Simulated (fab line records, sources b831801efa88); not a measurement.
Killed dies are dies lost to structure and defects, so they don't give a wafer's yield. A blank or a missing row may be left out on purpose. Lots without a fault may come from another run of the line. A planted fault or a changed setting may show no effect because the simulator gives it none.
One fault seen from 2 desks | flow gf180mcu | each desk has only its own numbers; what lay behind them comes last

THE METROLOGY DESK
What the gauges read, lot by lot, whatever tool the lot ran on: means of the sampled wafers that have a number. A lot is out of limits, marked OUT, if its mean lies more than 4 standard deviations from the usual mean; the brackets give that distance.
Columns: A = HV_LDD_02_OVL at GF_HV_LDD_OVL_MEAS_32, usual 0.1 nm; B = HV_LDD_4_TW at GF_HV_LDD_TW_MEAS_50, usual 573; C = HV_LDD_CVD_54_THK at GF_HV_LDD_THK_MEAS_55, usual 10.03 nm
lot  | first seen here | A    | B   | C
L475 | day 12 01:12    | 0.9  | 569 | 10.18
L477 | day 12 12:49    | 1.6  | 569 | 10.06
L478 | day 12 22:01    | 0.1  | 579 | 10.08
L479 | day 13 01:53    | 1.2  | 570 | 10.10
L480 | day 13 05:45    | -1.6 | 576 | 9.96
L481 | day 13 14:55    | -2.7 | 578 | 9.99
L482 | day 14 03:13    | 0.4  | 575 | 10.27
L483 | day 14 05:59    | 1.2  | 567 | 10.06
L485 | day 15 00:13    | 0.2  | 569 | 10.01
L486 | day 15 10:19    | -0.5 | 575 | 9.89
L487 | day 15 17:46    | 0.6  | 573 | 9.80
L490 | day 16 14:31    | 2.0  | 575 | 10.28
L493 | day 17 20:34    | -1.2 | 574 | 10.18
L497 | day 19 09:19    | 1.7  | 577 | 9.93
This desk's finding: nothing out of limits on any of the 14 lots.

THE TOOL OWNER'S DESK: rie_diel-03
The tool's own readings at GF_HV_LDD_ETCHBACK_58 (etches Si3N4 in CH3F/O2, stops on SiO2, time 100 s, target depth 90 nm): means of the sampled wafers that have a number, for each lot that ran on this tool. A lot is out of limits, marked OUT, if its mean lies more than 4 standard deviations from the usual mean; the brackets give that distance.
Columns: A = ch3f_flow_sccm at GF_HV_LDD_ETCHBACK_58, usual 40.00 sccm; B = drypump_motor_current_A at GF_HV_LDD_ETCHBACK_58, usual 6.0 A; C = oes_product_au at GF_HV_LDD_ETCHBACK_58, usual 0.844 a.u.; D = throttle_valve_pct at GF_HV_LDD_ETCHBACK_58, usual 10.561 %
lot  | first seen here | A     | B   | C                | D
L477 | day 13 12:10    | 39.97 | 6.1 | 0.843            | 10.572
L478 | day 13 22:13    | 40.03 | 5.9 | 0.853            | 10.562
L480 | day 14 06:02    | 40.09 | 5.8 | 0.848            | 10.559
L483 | day 15 06:58    | 39.99 | 6.3 | 0.842            | 10.560
L485 | day 16 01:31    | 39.99 | 6.2 | 0.848            | 10.559
L490 | day 17 16:26    | 40.00 | 5.8 | 0.801 (-7.2) OUT | 10.558
L493 | day 18 22:17    | 40.01 | 5.8 | 0.803 (-6.8) OUT | 10.559
This desk's finding: out of limits on L490, L493; first on L490, day 17 16:26 (oes_product_au at GF_HV_LDD_ETCHBACK_58). In limits: L477, L478, L480, L483, L485.

PUT TOGETHER
The tool owner's desk could have raised an alarm at day 17 16:26, on L490, L493.
The metrology desk saw nothing out of limits.
The metrology desk has L490, L493 on record, within its limits.
Of the lots named, all ran GF_HV_LDD_ETCHBACK_58 on rie_diel-03.

WHAT THE SIMULATOR HAD PUT IN
Process parameter drift: rie_diel-03, from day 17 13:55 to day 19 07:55, at GF_HV_LDD_ETCHBACK_58. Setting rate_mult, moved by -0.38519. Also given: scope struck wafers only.
Lots struck among those shown: L490, L493.
Hours from the fault's start to each desk's first reading out of limits: the tool owner's desk, 3.
